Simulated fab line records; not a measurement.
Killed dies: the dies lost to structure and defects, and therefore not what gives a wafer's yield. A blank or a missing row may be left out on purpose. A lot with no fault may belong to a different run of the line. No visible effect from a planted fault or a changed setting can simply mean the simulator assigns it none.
Which tool did it?	flow gf180mcu	Sampling: 7 lots, 21 wafers, 2 of 602 route steps

## WHAT THE GAUGES READ, wafer by wafer
GF_MVPSD_OVL_MEAS_07.
lot	measured	on	MVPSD_OVL (nm)
L179	day 5 06:28	overlay-01	-0.5 1.0 -0.2
L182	day 5 23:13	overlay-01	0.6 0.0 -0.4
L184	day 6 11:29	overlay-01	-1.3 -0.7 -1.8
L186	day 6 23:44	overlay-02	-130.6 -130.9 -131.0
L190	day 7 23:33	overlay-02	-0.5 -0.7 0.0
L197	day 9 17:27	overlay-01	-0.7 0.5 -0.8
L201	day 10 18:16	overlay-01	-0.4 -1.9 -0.3

## EACH LOT AND THE TOOL THAT RAN IT (in order: tool; ch and the chambers of the sampled wafers; start)
lot	GF_MVPSD_EXPOSE_04
L179	iline-stepper-02 ch 0, day 4 23:37
L182	iline-stepper-02 ch 0, day 5 16:43
L184	iline-stepper-02 ch 0, day 6 04:35
L186	iline-stepper-01 ch 0, day 6 15:44
L190	iline-stepper-02 ch 0, day 7 15:59
L197	iline-stepper-02 ch 0, day 9 08:55
L201	iline-stepper-02 ch 0, day 10 09:46
- GF_MVPSD_EXPOSE_04: exposes mask MVPSD, target cd 1000 nm.

## THE ANSWER, worked out from the rows above alone
Rule: usual is defined by the lots themselves. Put in order of their means at a reading, lots are off if they are a third of the lots or fewer, leave a main group of 4 or more, and stand apart from it by a gap of 3 or more times the standard deviation of the main group's means; of several such gaps the widest counts. If all means in a main group match to the digits the tables above print for the reading, that group is not used. A lot without any number at a reading at which 4 lots or more have one is off too. All remaining lots with rows at the step are treated as sound.
Off: L186, at GF_MVPSD_OVL_MEAS_07 (MVPSD_OVL). For the main group the mean is -0.5 nm and the standard deviation 0.49.
If a tool, at a process step before that reading, ran all the lots that are off and no sound lot after the first of them, it fits. The gauges at GF_MVPSD_OVL_MEAS_07 are tried like those tools. One fits: GF_MVPSD_EXPOSE_04 on iline-stepper-01. It ran no sound lot before its first lot that is off in this sample, so the start can't be narrowed down.

## WHAT WAS PUT IN BY THE SIMULATOR
Scanner matching overlay: iline-stepper-01, from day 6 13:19 on, at GF_MVPSD_EXPOSE_04. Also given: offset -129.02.
Struck lots among those shown: L186. The rule above reached the same finding.
